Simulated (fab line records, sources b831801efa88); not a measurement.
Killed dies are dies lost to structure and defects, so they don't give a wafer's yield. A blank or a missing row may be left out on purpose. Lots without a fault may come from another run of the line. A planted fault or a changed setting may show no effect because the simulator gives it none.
One fault seen from 2 desks | flow sky130 | each desk has only its own numbers; what lay behind them comes last

THE METROLOGY DESK
What the gauges read, lot by lot, whatever tool the lot ran on: means of the sampled wafers that have a number. A lot is out of limits, marked OUT, if its mean lies more than 4 standard deviations from the usual mean; the brackets give that distance.
Columns: A = NWELL_OXIDATION_THK at SKY_NWELL_THK_MEAS_02, usual 10.08 nm; B = VT_ADJUST_LVTN_TW at SKY_VT_ADJUST_LVTN_TW_MEAS_10, usual 241.7; C = VT_ADJUST_LVTN_01_OVL at SKY_VT_ADJUST_LVTN_OVL_MEAS_18, usual -0.6 nm; D = VT_ADJUST_NCORE_OVL at SKY_VT_ADJUST_NCORE_OVL_MEAS_08, usual 0.1 nm
lot  | first seen here | A     | B                      | C    | D
L824 | day 2 14:14     | 10.06 | 241.3                  | 1.1  | 0.4
L825 | day 2 17:28     | 9.95  | 239.1                  | -3.5 | 0.6
L827 | day 3 03:20     | 9.83  | 239.3                  | -2.3 | -1.5
L828 | day 3 12:56     | 10.06 | 243.2                  | -0.0 | 0.8
L829 | day 3 16:55     | 10.08 | 237.6                  | -0.7 | 0.9
L830 | day 3 20:11     | 10.04 | 241.1                  | 0.7  | -0.9
L831 | day 4 02:46     | 9.85  | 243.0                  | -0.5 | 0.8
L834 | day 4 14:25     | 10.29 | 30.0 (-99 or more) OUT | -1.0 | -1.9
L841 | day 6 04:51     | 10.52 | 243.9                  | 0.1  | 2.8
L843 | day 6 18:02     | 10.03 | 242.7                  | -2.0 | 0.2
L844 | day 6 19:25     | 10.09 | 242.4                  | 1.4  | -0.6
L845 | day 6 22:26     | 9.96  | 241.9                  | 1.8  | -0.7
L847 | day 7 11:35     | 9.95  | 241.9                  | -1.8 | -1.2
This desk's finding: out of limits on L834; first on L834, day 9 12:40 (VT_ADJUST_LVTN_TW at SKY_VT_ADJUST_LVTN_TW_MEAS_10). In limits: L824, L825, L827, L828, L829, L830, L831, L841, L843, L844, L845, L847.

THE TOOL OWNER'S DESK: plasma_asher-04
The tool's own readings at SKY_VT_ADJUST_HVTP_STRIP_10 (strips in O2/N2): means of the sampled wafers that have a number, for each lot that ran on this tool. A lot is out of limits, marked OUT, if its mean lies more than 4 standard deviations from the usual mean; the brackets give that distance.
Columns: A = drypump_motor_current_A at SKY_VT_ADJUST_HVTP_STRIP_10, usual 5.5 A; B = o2_flow_sccm at SKY_VT_ADJUST_HVTP_STRIP_10, usual 2999 sccm; C = oes_product_au at SKY_VT_ADJUST_HVTP_STRIP_10, usual 0.716 a.u.; D = strip_time_to_endpoint_s at SKY_VT_ADJUST_HVTP_STRIP_10, usual 14.18 s
lot  | first seen here | A   | B    | C               | D
L824 | day 6 04:46     | 5.3 | 3006 | 0.719           | 14.22
L834 | day 8 14:16     | 5.3 | 3003 | 0.941 (+49) OUT | -
L843 | day 11 05:47    | 5.3 | 3000 | 0.715           | 14.19
L844 | day 11 07:16    | 5.3 | 3000 | 0.714           | 14.17
L847 | day 12 02:22    | 5.3 | 3004 | 0.712           | 14.15
This desk's finding: out of limits on L834; first on L834, day 8 14:16 (oes_product_au at SKY_VT_ADJUST_HVTP_STRIP_10). In limits: L824, L843, L844, L847.

PUT TOGETHER
The tool owner's desk could have raised an alarm at day 8 14:16, on L834.
The metrology desk could have raised an alarm at day 9 12:40, on L834.
Of the lots named, all ran SKY_VT_ADJUST_HVTP_STRIP_10 on plasma_asher-04.

WHAT THE SIMULATOR HAD PUT IN
Strip aborted: plasma_asher-04, from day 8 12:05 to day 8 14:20, at SKY_VT_ADJUST_HVTP_STRIP_10. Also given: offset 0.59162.
Lots struck among those shown: L834.
Hours from the fault's start to each desk's first reading out of limits: the tool owner's desk, 2; the metrology desk, 25.
